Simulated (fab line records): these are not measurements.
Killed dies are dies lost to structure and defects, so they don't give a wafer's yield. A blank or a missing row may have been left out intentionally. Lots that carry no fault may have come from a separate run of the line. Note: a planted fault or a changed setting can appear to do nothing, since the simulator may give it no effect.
2 desks, one fault	flow sky130	each desk has only its own numbers; what lay behind them comes last

## AT THE TOOL OWNER'S DESK: hdpcvd-02
The tool's own readings at SKY_VIA3_HDPCVD_00 (deposits SiO2, target thk 1635 nm, time 272.5 s): means of the sampled wafers that have a number, for each lot that ran on this tool. A lot is out of limits, marked OUT, if its mean lies more than 4 standard deviations from the usual mean; the brackets give that distance.
Columns: A = runLengthS at SKY_VIA3_HDPCVD_00, usual 300.6 s; B = susceptorTempC at SKY_VIA3_HDPCVD_00, usual 400.02 C
lot	first seen here	A	B
L708	day 40 02:34	300.5	399.94
L709	day 40 14:17	300.9	399.72
L711	day 40 21:29	300.8	400.17
L712	day 41 05:42	272.5 (-60) OUT	399.80
L713	day 41 11:47	215.5 (-99 or more) OUT	-
L714	day 41 19:17	272.9 (-59) OUT	400.13
L721	day 44 02:18	300.5	400.17
L728	day 45 16:23	300.5	400.19
L731	day 46 04:36	300.5	399.93
This desk finds L712, L713, L714 out of limits, L712 being first, at day 41 05:42 (runLengthS at SKY_VIA3_HDPCVD_00). Within limits: L708, L709, L711, L721, L728, L731.

## AT THE METROLOGY DESK
What the gauges read, lot by lot, whatever tool the lot ran on: means of the sampled wafers that have a number. A lot is out of limits, marked OUT, if its mean lies more than 4 standard deviations from the usual mean; the brackets give that distance.
Columns: A = CONTACT_W_THK at SKY_CONTACT_THK_MEAS_26, usual 353 nm; B = VIA3_HDPCVD_THK at SKY_VIA3_THK_MEAS_01, usual 1636 nm
lot	first seen here	A	B
L708	day 33 03:40	355	1630
L709	day 33 14:53	351	1644
L711	day 33 23:59	361	1641
L712	day 34 10:10	349	1467 (-14) OUT
L713	day 34 15:43	353	1139 (-41) OUT
L714	day 35 00:08	355	1466 (-14) OUT
L721	day 37 13:06	354	1645
L723	day 38 11:02	357	1641
L725	day 38 21:08	346	1622
L728	day 39 07:47	352	1636
L729	day 39 14:34	354	1631
L731	day 39 22:47	349	1624
This desk finds L712, L713, L714 out of limits, with the earliest case on L712 at day 41 05:52 (VIA3_HDPCVD_THK at SKY_VIA3_THK_MEAS_01). Within limits: L708, L709, L711, L721, L723, L725, L728, L729, L731.

## ALL TOGETHER
The tool owner's desk could have raised an alarm at day 41 05:42, on L712, L713, L714.
Metrology desk: alarm possible at day 41 05:52 on L712, L713, L714.
The lots listed all ran SKY_VIA3_HDPCVD_00 on hdpcvd-02.

## WHAT WAS PUT IN BY THE SIMULATOR
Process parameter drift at SKY_VIA3_HDPCVD_00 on hdpcvd-02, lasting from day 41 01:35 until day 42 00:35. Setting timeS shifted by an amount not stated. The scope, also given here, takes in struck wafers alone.
Shown lots that were struck: L712, L713, L714.
Hours from the fault's start to each desk's first reading out of limits: the tool owner's desk, 4; the metrology desk, 4.
